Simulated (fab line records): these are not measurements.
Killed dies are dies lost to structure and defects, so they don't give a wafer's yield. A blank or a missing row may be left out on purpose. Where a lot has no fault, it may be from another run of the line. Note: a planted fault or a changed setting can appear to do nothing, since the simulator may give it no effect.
Split-lot study / flow sfq-line / 5 lots, 23 wafers read, on a route of 325 steps

== ON THE SPLIT ==
At SFQ_TRILAYER_I4_VIA_LITHO_EXPOSE_104 (exposes mask I4, target cd 700 nm), the setting dose-mj was moved away from the recipe's 21.3 on 4 of the 23 wafers read, by -3.9% to +5.9%. This setting was run at the recipe's value on the other wafers.

== FROM THE SPLIT TO THE READING: what the file shows between them, 2 steps ==
- SFQ_TRILAYER_I4_VIA_LITHO_PEB_106: peb time 60 s
- SFQ_TRILAYER_I4_VIA_LITHO_DEVELOP_105: time 60 s

== THE READING ==
I4.cd-nm (the simulator's own value, which no gauge read), in nm, at SFQ_TRILAYER_I4_VIA_BARC_OPEN_VIA_ETCH_146 (etches BARC in O2, target depth 125 nm, time 41.7 s). The file does not state a usual value for it. Across the 19 wafers here that went through the recipe, the average is 699.8 nm and the standard deviation 1.3 nm.

wafer=L074.1; tool, chamber at the split=krf-scanner-02, 0; dose-mj as run=21.3; against the recipe=recipe; I4.cd-nm, nm=698.1; against lot-mates on the recipe=-
wafer=L074.2; tool, chamber at the split=krf-scanner-02, 0; dose-mj as run=22.55; against the recipe=+5.9%; I4.cd-nm, nm=708; against lot-mates on the recipe=+8.3
wafer=L074.4; tool, chamber at the split=krf-scanner-02, 0; dose-mj as run=21.3; against the recipe=recipe; I4.cd-nm, nm=700.8; against lot-mates on the recipe=-
wafer=L074.5; tool, chamber at the split=krf-scanner-02, 0; dose-mj as run=22.55; against the recipe=+5.9%; I4.cd-nm, nm=707.7; against lot-mates on the recipe=+8.0
wafer=L074.6; tool, chamber at the split=krf-scanner-02, 0; dose-mj as run=21.3; against the recipe=recipe; I4.cd-nm, nm=700.2; against lot-mates on the recipe=-
wafer=L075.1; tool, chamber at the split=krf-scanner-02, 0; dose-mj as run=21.3; against the recipe=recipe; I4.cd-nm, nm=701.5; against lot-mates on the recipe=-
wafer=L075.3; tool, chamber at the split=krf-scanner-02, 0; dose-mj as run=21.3; against the recipe=recipe; I4.cd-nm, nm=700; against lot-mates on the recipe=-
wafer=L075.5; tool, chamber at the split=krf-scanner-02, 0; dose-mj as run=21.3; against the recipe=recipe; I4.cd-nm, nm=701.8; against lot-mates on the recipe=-
wafer=L077.2; tool, chamber at the split=krf-scanner-02, 0; dose-mj as run=21.3; against the recipe=recipe; I4.cd-nm, nm=698.3; against lot-mates on the recipe=-
wafer=L077.3; tool, chamber at the split=krf-scanner-02, 0; dose-mj as run=21.3; against the recipe=recipe; I4.cd-nm, nm=699.6; against lot-mates on the recipe=-
wafer=L077.4; tool, chamber at the split=krf-scanner-02, 0; dose-mj as run=21.3; against the recipe=recipe; I4.cd-nm, nm=699.4; against lot-mates on the recipe=-
wafer=L077.5; tool, chamber at the split=krf-scanner-02, 0; dose-mj as run=21.3; against the recipe=recipe; I4.cd-nm, nm=699.7; against lot-mates on the recipe=-
wafer=L077.6; tool, chamber at the split=krf-scanner-02, 0; dose-mj as run=21.3; against the recipe=recipe; I4.cd-nm, nm=698.1; against lot-mates on the recipe=-
wafer=L078.2; tool, chamber at the split=krf-scanner-02, 0; dose-mj as run=20.47; against the recipe=-3.9%; I4.cd-nm, nm=691.2; against lot-mates on the recipe=-7.3
wafer=L078.3; tool, chamber at the split=krf-scanner-02, 0; dose-mj as run=21.3; against the recipe=recipe; I4.cd-nm, nm=699.2; against lot-mates on the recipe=-
wafer=L078.4; tool, chamber at the split=krf-scanner-02, 0; dose-mj as run=21.3; against the recipe=recipe; I4.cd-nm, nm=698; against lot-mates on the recipe=-
wafer=L078.5; tool, chamber at the split=krf-scanner-02, 0; dose-mj as run=20.47; against the recipe=-3.9%; I4.cd-nm, nm=693.2; against lot-mates on the recipe=-5.3
wafer=L078.6; tool, chamber at the split=krf-scanner-02, 0; dose-mj as run=21.3; against the recipe=recipe; I4.cd-nm, nm=698.3; against lot-mates on the recipe=-
wafer=L082.1; tool, chamber at the split=krf-scanner-02, 0; dose-mj as run=21.3; against the recipe=recipe; I4.cd-nm, nm=701; against lot-mates on the recipe=-
wafer=L082.2; tool, chamber at the split=krf-scanner-02, 0; dose-mj as run=21.3; against the recipe=recipe; I4.cd-nm, nm=702.3; against lot-mates on the recipe=-
wafer=L082.3; tool, chamber at the split=krf-scanner-02, 0; dose-mj as run=21.3; against the recipe=recipe; I4.cd-nm, nm=700.9; against lot-mates on the recipe=-
wafer=L082.4; tool, chamber at the split=krf-scanner-02, 0; dose-mj as run=21.3; against the recipe=recipe; I4.cd-nm, nm=699.3; against lot-mates on the recipe=-
wafer=L082.6; tool, chamber at the split=krf-scanner-02, 0; dose-mj as run=21.3; against the recipe=recipe; I4.cd-nm, nm=699.6; against lot-mates on the recipe=-

FIT RESULTS
A straight line over all 23 wafers: I4.cd-nm changes by +1.56 nm for each +1% of dose-mj; r = +0.93; the points scatter about the line by 1.4 nm.
The same after taking each lot's own level away (the mean of its wafers on the recipe; 23 wafers): +1.46 nm for each +1%; r = +0.96; scatter 0.92 nm.
Per that fit: largest dose-mj move, reading shift of 8.6 nm.
Across the lots, their own levels run from 698.50 to 701.10 nm, a range of 2.0 times the standard deviation given above.
The two slopes agree, so the slope changes little with the lot-to-lot level.
Check: for one of the wafers moved furthest among these (+5.9%), held out of the fit, the line's prediction against its lot-mates is +8.6 nm. It came out at +8.3 nm against them.

== ADDITIONAL SPLITS CARRIED BY THESE WAFERS ==
Other splits were also applied to these wafers ahead of the reading. Each is held against what the fit with the lots' levels taken away leaves over:
other split on the same wafers=SFQ_TRILAYER_I2_DEP_PECVD_063 time-s; wafers away from the commonest value=5; r with I4.cd-nm (lot level and that fit taken away)=-0.11
other split on the same wafers=SFQ_TRILAYER_I2_VIA_LITHO_COAT_067 spin-rpm; wafers away from the commonest value=6; r with I4.cd-nm (lot level and that fit taken away)=-0.21
other split on the same wafers=SFQ_TRILAYER_M3_DEP_SPUTTER_073 time-s; wafers away from the commonest value=8; r with I4.cd-nm (lot level and that fit taken away)=+0.01
other split on the same wafers=SFQ_TRILAYER_M3_LITHO_COAT_080 spin-rpm; wafers away from the commonest value=9; r with I4.cd-nm (lot level and that fit taken away)=-0.39
other split on the same wafers=SFQ_TRILAYER_M3_BARC_OPEN_METAL_ETCH_100 pressure-mtorr; wafers away from the commonest value=15; r with I4.cd-nm (lot level and that fit taken away)=-0.04
other split on the same wafers=SFQ_TRILAYER_I3_VIA_LITHO_COAT_090 spin-rpm; wafers away from the commonest value=11; r with I4.cd-nm (lot level and that fit taken away)=-0.16
other split on the same wafers=SFQ_TRILAYER_I3_VIA_LITHO_PEB_088 peb-temp-c; wafers away from the commonest value=9; r with I4.cd-nm (lot level and that fit taken away)=-0.15
other split on the same wafers=SFQ_TRILAYER_I3_VIA_BARC_OPEN_VIA_ETCH_121 source-w; wafers away from the commonest value=8; r with I4.cd-nm (lot level and that fit taken away)=-0.13
other split on the same wafers=SFQ_TRILAYER_M4_LITHO_COAT_098 resist-thk-nm; wafers away from the commonest value=11; r with I4.cd-nm (lot level and that fit taken away)=+0.07
other split on the same wafers=SFQ_TRILAYER_M4_ETCH_METAL_ETCH_096 time-s; wafers away from the commonest value=10; r with I4.cd-nm (lot level and that fit taken away)=-0.03
other split on the same wafers=SFQ_TRILAYER_I4_CMP_CMP_100 down-force-psi; wafers away from the commonest value=7; r with I4.cd-nm (lot level and that fit taken away)=-0.10

== THE FILE'S OWN FIT ==
I4.cd-nm changes by +1.46 nm for each +1% of dose-mj, r = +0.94.
